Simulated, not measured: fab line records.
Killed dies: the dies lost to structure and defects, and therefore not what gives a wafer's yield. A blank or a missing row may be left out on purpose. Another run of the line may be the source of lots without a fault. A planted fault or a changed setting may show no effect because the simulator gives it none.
Matching of chambers :: flow gf180mcu :: rie_diel-01 running GF_V1_ETCH_16: 4 sister chambers
The step etches BARC in N2/H2. 8 wafers are shown with their chamber, then 7 later ones without.

## WAFERS, EACH WITH ITS CHAMBER
wafer: L090.1
chamber: 0
drypump_motor_current_A (A): 5.8
throttle_valve_pct (%): 13.215

wafer: L090.2
chamber: 2
drypump_motor_current_A (A): 5.1
throttle_valve_pct (%): 13.216

wafer: L090.3
chamber: 3
drypump_motor_current_A (A): 5.4
throttle_valve_pct (%): 13.229

wafer: L090.4
chamber: 1
drypump_motor_current_A (A): 6.1
throttle_valve_pct (%): 13.217

wafer: L090.5
chamber: 3
drypump_motor_current_A (A): 5.4
throttle_valve_pct (%): 13.237

wafer: L090.6
chamber: 0
drypump_motor_current_A (A): 5.7
throttle_valve_pct (%): 13.231

wafer: L091.2
chamber: 2
drypump_motor_current_A (A): 5.1
throttle_valve_pct (%): 13.239

wafer: L091.3
chamber: 1
drypump_motor_current_A (A): 6.1
throttle_valve_pct (%): 13.224

## WAFERS MISSING THEIR CHAMBER
wafer: L091.6
drypump_motor_current_A (A): 5.4
throttle_valve_pct (%): 13.235

wafer: L093.1
drypump_motor_current_A (A): 5.8
throttle_valve_pct (%): 13.228

wafer: L093.5
drypump_motor_current_A (A): 5.8
throttle_valve_pct (%): 13.210

wafer: L093.6
drypump_motor_current_A (A): 6.1
throttle_valve_pct (%): 13.230

wafer: L096.1
drypump_motor_current_A (A): 5.8
throttle_valve_pct (%): 13.229

wafer: L096.3
drypump_motor_current_A (A): 5.4
throttle_valve_pct (%): 13.207

wafer: L096.5
drypump_motor_current_A (A): 6.1
throttle_valve_pct (%): 13.225

## CHAMBER TAKEN BY EACH
wafer: L091.6
from the rows above: 3
in truth: 3

wafer: L093.1
from the rows above: 0
in truth: 0

wafer: L093.5
from the rows above: 0
in truth: 0

wafer: L093.6
from the rows above: 1
in truth: 1

wafer: L096.1
from the rows above: 0
in truth: 0

wafer: L096.3
from the rows above: 3
in truth: 3

wafer: L096.5
from the rows above: 1
in truth: 1
7 of 7 placed correctly. Number that these rows cannot place: 0. Placed wrongly: 0.
How it was worked out, from the rows above alone: a wafer's distance from a chamber is the root of the sum, over the readings, of the square of ((its reading less the chamber's mean) divided by the reading's scatter). If the next closest chamber is less than 2 further off than the closest, the wafer can't be placed; otherwise it belongs to the closest. Each chamber's mean is taken over the wafers shown for it. The scatter: take each reading less its chamber's mean, square it, sum over the shown wafers, divide by the number of wafers less the number of chambers, and take the root.
